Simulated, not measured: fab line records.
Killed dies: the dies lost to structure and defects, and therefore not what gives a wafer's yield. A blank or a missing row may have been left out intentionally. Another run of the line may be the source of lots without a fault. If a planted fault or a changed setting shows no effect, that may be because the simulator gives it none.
fab line records	flow gf180mcu
record: lots: 7	wafers: 19	lastDay: 34
route steps=602 shown TOP_METAL@575 PASSIVATION@587
lots that met no fault: from a run of the same line without faults
startH: the number of hours between the record's first day and the start of the first shown wafer of the lot	waitH: time in hours since the lot's previous step	" identical to the entry in the row above	L1.1+2: a single row standing in for several wafers	- no value, or no start was given	* or withheld: withheld	< > ~ a bound
route shown NAME@n: names a module that has steps shown in the file, with the first one's number in the route	usual: average and standard deviation across the fault-free wafers	same: alike in all rows	chamber/n: place in a boat	sites: readings site by site	_std_site: the standard deviation of these	_edge_site: outer sites' mean less inner sites'	radiusMm: how far each site lies from the wafer's centre	mask NAME#n: copy n	behind: the most recent tool/chamber to have shaped the wafer	hold: why the lot was held/for how many hours/how that ended	device: names the non-switching transistor (n, p or np)	end of line: the same wafers' tests at the end of the route	step lacking rows: just its recipe	killed: dies lost to structure and defects at the first sort, not the wafer's yield	map: a wafer's dies, x killed, . not, _ none there
set.NAME: setting as actually run; set.NAME@STEP: the setting as run at that earlier step	model.NAME: the simulator's own value behind a step, which no gauge read
a table for each step, a row for each wafer; lots at some steps of the route
services: when a tool's chamber went out of use (startH, in hours from the record's first day, below 0 if earlier), for how many hours, and the reason
== steps ==
step: GF_TOP_METAL_HMDS_08
recipe: primeTimeS: 60	primeTempC: 120
step: GF_TOP_METAL_COAT_09
recipe: resist: NOVOLAK	spinRpm: 3000	resistThkNm: 1500
step: GF_TOP_METAL_SOFTBAKE_10
recipe: tempC: 90	timeS: 60	resist: NOVOLAK
step: GF_TOP_METAL_EXPOSE_11
recipe: maskId: MetalTop	targetCdNm: 440	na: 0.6	sourceShape: conventional	sigmaOuter: 0.6	doseMj: 170
step: GF_TOP_METAL_PEB_12
recipe: tempC: withheld	timeS: *	resist: NOVOLAK
step: GF_TOP_METAL_DEVELOP_13
recipe: developTimeS: 60	devTempC: 23
step: GF_TOP_METAL_CD_MEAS_14
recipe: targetCdNm: 440
usual: cdNm: 439.5/2.2
lot.wafer	tool	chamber	startH	waitH	cdNm
L333.1	cdSem-02	-	644.08	0.1	440.2
L333.4	"	-	"	"	440.1
L333.6	"	-	"	"	439.7
L343.1	cdSem-01	-	712.78	0.1	438.8
L343.2	"	-	"	"	438.8
L343.3	"	-	"	"	438.2
L349.1	cdSem-01	-	767.78	0.1	443.0
L349.4	"	-	"	"	441.7
L351.1	cdSem-01	-	780.76	0.1	437.7
L351.5	"	-	"	"	438.8
L352.1	cdSem-02	-	792.13	0.1	437.3
L352.3	"	-	"	"	437.2
L352.6	"	-	"	"	437.2
L356.2	cdSem-02	-	804.55	0.1	441.6
L356.3	"	-	"	"	441.9
L356.5	"	-	"	"	440.9
L354.1	cdSem-02	-	805.17	0.1	439.7
L354.4	"	-	"	"	439.4
L354.6	"	-	"	"	439.7
step: GF_TOP_METAL_OVL_MEAS_15
usual: TOP_METAL_OVL: -0.1/1.3
lot.wafer	tool	chamber	startH	waitH	TOP_METAL_OVL[nm]
L333.1	overlay-01	-	644.20	0.1	0.5
L333.4	"	-	"	"	2.1
L333.6	"	-	"	"	-0.2
L343.1	overlay-02	-	712.90	0.1	-1.3
L343.2	"	-	"	"	2.4
L343.3	"	-	"	"	-0.2
L349.1	overlay-02	-	767.90	0.1	-1.6
L349.4	"	-	"	"	-0.3
L351.1	overlay-02	-	780.88	0.1	0.3
L351.5	"	-	"	"	-1.2
L352.1	overlay-01	-	792.25	0.1	-1.2
L352.3	"	-	"	"	-1.0
L352.6	"	-	"	"	0.3
L356.2	overlay-01	-	804.66	0.1	0.6
L356.3	"	-	"	"	0.9
L356.5	"	-	"	"	-0.7
L354.1	overlay-01	-	805.29	0.1	-1.6
L354.4	"	-	"	"	1.4
L354.6	"	-	"	"	0.7
step: GF_TOP_METAL_METAL_ETCH_16
recipe: chemistry: Cl2/BCl3	maskMaterial: NOVOLAK	targetDepthNm: 1197	stopOn: SiO2	pressureMtorr: 8	icpW: 800	biasW: 140	Cl2_flow_sccm: 80	bcl3FlowSccm: 40	timeS: 199.5
usual: drypumpMotorCurrentA: 5.7/0.51	oesProductAu: 0.992/0.0053	throttleValvePct: 28.228/0.0098
lot.wafer	tool	chamber	startH	waitH	drypumpMotorCurrentA	oesProductAu	rfHoursCounterH	throttleValvePct
L333.1	rieMetal-04	0	644.23	0.0	5.0	0.981	13	28.239
L333.4	"	1	"	"	5.6	0.990	-	28.253
L333.6	"	0	"	"	5.1	0.990	-	28.215
L343.1	rieMetal-04	1	712.94	0.0	5.6	0.990	9	28.232
L343.2	"	0	"	"	5.1	0.993	1	28.229
L343.3	"	0	"	"	5.0	0.992	-	28.239
L349.1	rieMetal-02	0	767.94	0.0	5.7	0.995	0	28.228
L349.4	"	1	"	"	6.7	0.995	-	28.232
L351.1	rieMetal-03	1	780.92	0.0	5.5	0.987	1	28.229
L351.5	"	0	"	"	5.6	0.992	-	28.222
L352.1	rieMetal-02	1	792.29	0.0	6.6	0.986	11	28.240
L352.3	"	0	"	"	5.7	0.998	-	28.220
L352.6	"	0	"	"	5.7	0.989	-	28.215
L356.2	rieMetal-04	1	804.69	0.0	5.6	0.985	14	28.229
L356.3	"	1	"	"	5.6	0.987	-	28.247
L356.5	"	0	"	"	5.1	0.990	-	28.221
L354.1	rieMetal-02	1	805.33	0.0	6.7	0.997	12	28.235
L354.4	"	0	"	"	5.7	0.988	-	28.225
L354.6	"	0	"	"	5.7	0.990	-	28.230
step: GF_TOP_METAL_STRIP_17
recipe: chemistry: O2/N2	powerW: 1400	pressureMtorr: 1500	platenTempC: 250	o2FlowSccm: 3000	n2FlowSccm: 300	overashFraction: 0.5
usual: drypumpMotorCurrentA: 5.5/0.35	heaterPowerW: 334/24	oesProductAu: 0.710/0.0043	stripTimeToEndpointS: 12.88/0.084
lot.wafer	tool	chamber	startH	waitH	drypumpMotorCurrentA	heaterPowerW	oesProductAu	rfHoursCounterH	stripTimeToEndpointS
L333.1	plasmaAsher-02	1	644.42	0.1	5.9	318	0.704	57	13.04
L333.4	"	1	"	"	5.9	319	0.710	-	12.95
L333.6	"	0	"	"	5.2	329	0.710	-	12.98
L343.1	plasmaAsher-03	0	713.19	0.2	5.5	368	0.713	96	13.03
L343.2	"	1	"	"	5.3	307	0.711	96	12.98
L343.3	"	1	"	"	5.3	312	0.716	-	12.98
L349.1	plasmaAsher-02	1	768.13	0.1	5.9	312	0.712	71	13.01
L349.4	"	0	"	"	5.2	324	0.719	-	12.99
L351.1	plasmaAsher-04	1	781.11	0.1	4.8	385	0.713	33	12.91
L351.5	"	0	"	"	6.3	335	0.713	-	12.73
L352.1	plasmaAsher-03	1	792.54	0.2	5.3	318	0.708	104	12.92
L352.3	"	0	"	"	5.6	363	0.706	-	12.80
L352.6	"	0	"	"	5.6	361	0.710	-	12.88
L356.2	plasmaAsher-02	0	804.88	0.1	5.2	330	0.711	75	12.99
L356.3	"	0	"	"	5.2	332	0.703	-	13.10
L356.5	"	0	"	"	5.2	330	0.704	-	12.84
L354.1	plasmaAsher-02	1	805.52	0.1	5.9	309	0.704	75	12.89
L354.4	"	0	"	"	5.2	334	0.702	-	12.82
L354.6	"	1	"	"	5.9	311	0.712	-	12.86
step: GF_TOP_METAL_STRIP_18
recipe: chemistry: postEtchResidueRemover	timeS: 1200	tempC: 72.5
step: GF_TOP_METAL_CLEAN_19
recipe: chemistry: DIW	dry: n2Spin
step: GF_PASSIVATION_CVD_00
recipe: material: SiO2	targetThkNm: 1000	precursor: TEOS	tempC: 400	timeS: 111.95	rfW: 600
usual: heaterPowerW: 710/75	runLengthS: 139.6/0.61
lot.wafer	tool	chamber	startH	waitH	heaterPowerW	runLengthS	model.SiO2_of_PASSIVATION_CVD_00.thkNm
L333.1	pecvd-04	1	644.96	0.0	640	139.0	973.8
L333.4	"	2	"	"	761	140.6	998.6
L333.6	"	0	"	"	750	139.6	1010
L343.1	pecvd-04	0	713.73	0.0	670	139.6	998.8
L343.2	"	2	"	"	746	140.6	979.3
L343.3	"	1	"	"	605	139.5	988.3
L349.1	pecvd-04	2	768.69	0.0	717	135.1	929.8
L349.4	"	2	"	"	787	134.9	945.4
L351.1	pecvd-04	0	781.71	0.0	776	133.5	946.3
L351.5	"	2	"	"	655	140.5	988.6
L352.1	pecvd-04	1	793.07	0.0	603	133.6	940.5
L352.3	"	0	"	"	716	138.9	1006
L352.6	"	2	"	"	643	140.8	982.6
L356.2	pecvd-03	0	805.41	0.0	830	139.7	982.8
L356.3	"	2	"	"	697	138.7	989.1
L356.5	"	2	"	"	725	138.4	1008
L354.1	pecvd-03	1	806.05	0.0	767	138.5	984.3
L354.4	"	0	"	"	841	139.7	989.6
L354.6	"	1	"	"	616	138.7	1002
step: GF_PASSIVATION_THK_MEAS_01
recipe: reads: SiO2_of_PASSIVATION_CVD_00
usual: PASSIVATION_CVD_00_THK: 997/13
lot.wafer	tool	chamber	startH	waitH	PASSIVATION_CVD_00_THK[nm]
L333.1	filmMetro-02	-	645.03	0.0	974
L333.4	"	-	"	"	998
L333.6	"	-	"	"	1010
L343.1	filmMetro-02	-	713.80	0.0	998
L343.2	"	-	"	"	979
L343.3	"	-	"	"	988
L349.1	filmMetro-03	-	768.77	0.0	930
L349.4	"	-	"	"	946
L351.1	filmMetro-02	-	781.79	0.0	946
L351.5	"	-	"	"	989
L352.1	filmMetro-04	-	793.15	0.0	941
L352.3	"	-	"	"	1006
L352.6	"	-	"	"	983
L356.2	filmMetro-04	-	805.55	0.1	983
L356.3	"	-	"	"	989
L356.5	"	-	"	"	1007
L354.1	filmMetro-04	-	806.13	0.0	984
L354.4	"	-	"	"	989
L354.6	"	-	"	"	1002
step: GF_PASSIVATION_CVD_02
recipe: material: Si3N4	targetThkNm: 700	timeS: 486.18	tempC: 400	rfW: 450
usual: heaterPowerW: 776/74	runLengthS: 513.7/0.58
lot.wafer	tool	chamber	startH	waitH	heaterPowerW	runLengthS
L333.1	pecvd-01	0	645.09	0.1	629	513.7
L333.4	"	0	"	"	695	514.6
L333.6	"	2	"	"	700	514.2
L343.1	pecvd-01	2	713.86	0.1	854	514.4
L343.2	"	0	"	"	681	513.9
L343.3	"	1	"	"	828	513.7
L349.1	pecvd-03	0	768.83	0.1	878	514.3
L349.4	"	2	"	"	780	512.7
L351.1	pecvd-01	0	781.85	0.1	734	514.5
L351.5	"	2	"	"	835	513.7
L352.1	pecvd-01	2	793.21	0.1	818	514.3
L352.3	"	1	"	"	869	513.5
L352.6	"	1	"	"	689	513.8
L356.2	pecvd-01	2	805.60	0.0	848	514.3
L356.3	"	0	"	"	678	513.8
L356.5	"	2	"	"	696	514.4
L354.1	pecvd-01	2	806.19	0.1	776	513.8
L354.4	"	2	"	"	836	514.5
L354.6	"	0	"	"	726	514.0
== services ==
tool	chamber	startH	hours	kind
pecvd-04	-	651.85	6.0	pm
pecvd-04	-	666.88	0.9	repair
rieMetal-04	0	676.38	-	clean
rieMetal-04	0	676.38	15.2	scheduledDown
rieMetal-04	0	676.38	15.2	ventCycle
rieMetal-03	-	690.84	2.8	pm
rieMetal-03	0	693.59	-	clean
rieMetal-03	0	693.59	18.3	scheduledDown
rieMetal-03	0	693.59	18.3	ventCycle
rieMetal-03	1	724.74	-	clean
rieMetal-03	1	724.74	30.2	scheduledDown
pecvd-04	-	725.80	2.8	repair
pecvd-01	-	730.92	0.5	repair
rieMetal-02	0	741.91	-	clean
rieMetal-02	0	741.91	17.3	scheduledDown
rieMetal-02	0	741.91	17.3	ventCycle
rieMetal-02	-	782.52	1.2	repair
pecvd-03	-	791.19	3.1	repair
plasmaAsher-04	-	794.72	2.2	repair
plasmaAsher-04	-	797.52	14.6	pm
pecvd-04	-	799.38	14.0	pm
pecvd-04	0	799.38	14.0	ventCycle
pecvd-04	1	799.38	14.0	ventCycle
pecvd-04	2	799.38	14.0	ventCycle
== key ==
firstSign: step: GF_PASSIVATION_CVD_00	reading: runLengthS	direction: down	sigmas: 8.7	usual: *	struck: *
effect: step: GF_PASSIVATION_THK_MEAS_01	reading: PASSIVATION_CVD_00_THK	direction: down	sigmas: 4.5	usual: 997	struck: 941
modelEffect: step: GF_PASSIVATION_CVD_00	value: SiO2_of_PASSIVATION_CVD_00.thkNm	without: 989	struck: 940.5
metAt GF_PASSIVATION_CVD_00
struckWafers L349.1,L349.4,L351.1,L352.1
onsetBetween 713.73 768.69
fault: kind: processParameterDrift	tool: pecvd-04	chamber: -	onsetH: 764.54	steps: GF_PASSIVATION_CVD_00	channel: timeS	offset: *	shape: step	endH: 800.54	scope: struckWafersOnly	actsIn: *	stated: *
